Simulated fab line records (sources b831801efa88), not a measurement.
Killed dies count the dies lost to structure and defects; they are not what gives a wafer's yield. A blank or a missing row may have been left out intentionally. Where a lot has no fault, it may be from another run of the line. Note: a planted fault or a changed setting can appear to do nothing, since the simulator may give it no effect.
Which tool was responsible? || flow sky130 || at 1 step of a route of 708, 11 lots with 33 wafers sampled

## WHAT EACH GAUGE READ, for each wafer
SKY_LDD_P_TW_MEAS_11.
{"lot": "L858", "measured": "day 18 18:57", "on": "film metro-04", "LDD_P_TW": "639 641 638"}
{"lot": "L866", "measured": "day 21 23:55", "on": "film metro-03", "LDD_P_TW": "633 633 631"}
{"lot": "L868", "measured": "day 22 20:02", "on": "film metro-01", "LDD_P_TW": "623 623 625"}
{"lot": "L872", "measured": "day 25 12:56", "on": "film metro-04", "LDD_P_TW": "634 633 636"}
{"lot": "L871", "measured": "day 25 14:45", "on": "film metro-04", "LDD_P_TW": "633 632 639"}
{"lot": "L874", "measured": "day 25 15:02", "on": "film metro-01", "LDD_P_TW": "619 625 620"}
{"lot": "L873", "measured": "day 25 15:03", "on": "film metro-04", "LDD_P_TW": "636 635 635"}
{"lot": "L875", "measured": "day 25 17:08", "on": "film metro-03", "LDD_P_TW": "631 629 629"}
{"lot": "L878", "measured": "day 26 12:55", "on": "film metro-01", "LDD_P_TW": "627 625 625"}
{"lot": "L879", "measured": "day 27 20:16", "on": "film metro-01", "LDD_P_TW": "625 628 625"}
{"lot": "L881", "measured": "day 27 20:34", "on": "film metro-04", "LDD_P_TW": "640 641 640"}

## WHICH TOOL RAN EACH LOT (tool, then ch and the chambers of the sampled wafers, then the start)
Before these readings, the record contains no process step.

## THE ANSWER, worked out from the rows above alone
Rule: the usual values come from the lots themselves. Put in order of their means at a reading, lots are off if they are a third of the lots or fewer, leave a main group of 4 or more, and stand apart from it by a gap of 3 or more times the standard deviation of the main group's means; of several such gaps the widest counts. The tables above print the reading to a certain number of digits; a main group whose means all agree to those digits is not used. A lot without any number at a reading at which 4 lots or more have one is off too. The other lots that the step has rows for count as sound.
No lot is off at any reading shown: from this, nothing can be told.

## WHAT THE SIMULATOR PUT IN
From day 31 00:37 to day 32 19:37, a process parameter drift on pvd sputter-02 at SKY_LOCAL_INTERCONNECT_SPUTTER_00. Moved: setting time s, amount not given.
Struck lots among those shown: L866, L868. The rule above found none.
